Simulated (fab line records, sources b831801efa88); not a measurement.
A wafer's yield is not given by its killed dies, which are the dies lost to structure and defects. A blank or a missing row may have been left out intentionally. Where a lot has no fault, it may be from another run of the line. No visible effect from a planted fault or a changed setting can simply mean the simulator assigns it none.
8D (eight disciplines) problem report, filled in by code :: flow sky130 :: the parts of the form that need people (team, actions taken, sign-off) are left out

== 1. PROBLEM STATEMENT ==
Wafers without a fault read 1.5701e+12, standard deviation 1.7e+09; doseIonsCm2 at SKY_VT_ADJUST_LVTN_IMPLANT_08 reads a mean of 1.5000e+12 on 6 wafers belonging to 2 lots. That is -41 standard deviations from the usual mean.
The first sign was on wafer L750.1 at day 13 14:28, on implanter-02. Wafers with a number at this step in the record: 39, from 13 lots. The rule behind "out" and "out of limits": a value lying over 4 standard deviations away from the usual mean. Any other wafer with a number is counted as sound.

== 2. WHAT IT IS AND WHAT IT IS NOT ==
question: which readings at this step
is: doseIonsCm2
is not: -

question: which lots
is: L749, L750
is not: L728, L729, L730, L731, L732, L733, L735, L737, L738, L739, L741

question: which wafers of those lots
is: all that have a number
is not: -

question: read on which tools
is: implanter-02
is not: implanter-01, implanter-03

question: when
is: from day 13 14:28
is not: up to then (33 sound wafers)

== 3. THE SUSPECTS, EACH WITH WHAT RULES IT OUT ==
Counting: a tool at any process step up to the reading remains a suspect when it ran all the lots that are out and ran no sound lot after the first of those.
- implanter-02 at SKY_VT_ADJUST_LVTN_IMPLANT_08: kept. It processed each lot that is out, first L750 at day 13 14:28, and no sound lot thereafter; up to then, the last sound lot it processed was L741 at day 10 18:07. Its own readings are out on those wafers: doseIonsCm2.
After counting, what remains is implanter-02 at SKY_VT_ADJUST_LVTN_IMPLANT_08.

== 4. THE CAUSE (what the simulator had put in) ==
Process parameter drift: implanter-02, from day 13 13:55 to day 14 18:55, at SKY_VT_ADJUST_LVTN_IMPLANT_08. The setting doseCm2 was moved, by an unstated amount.
Only this tool survived the counting.

== 5. THE EFFECT CHAIN, in route order ==
One row per reading whose mean, taken over the struck wafers that have a number, lies over 3 standard deviations from the usual. Only readings whose record carries a usual standard deviation are examined. hours: median over the lots of the time between each lot's start at the first step of this table that gives one and its start at this step. sigmas: the change, counted in usual standard deviations.
hours: 0
step: SKY_VT_ADJUST_LVTN_IMPLANT_08
reading: doseIonsCm2
usual: 1.5701e+12
on struck wafers: 1.5000e+12
change: -7.0150e+10
sigmas: -41
It contains these process steps:
- SKY_VT_ADJUST_LVTN_IMPLANT_08

== 6. WHAT WOULD HAVE CAUGHT IT SOONER ==
In this record the first reading out of limits was taken at day 13 14:28, 1 hour after the fault began at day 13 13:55.
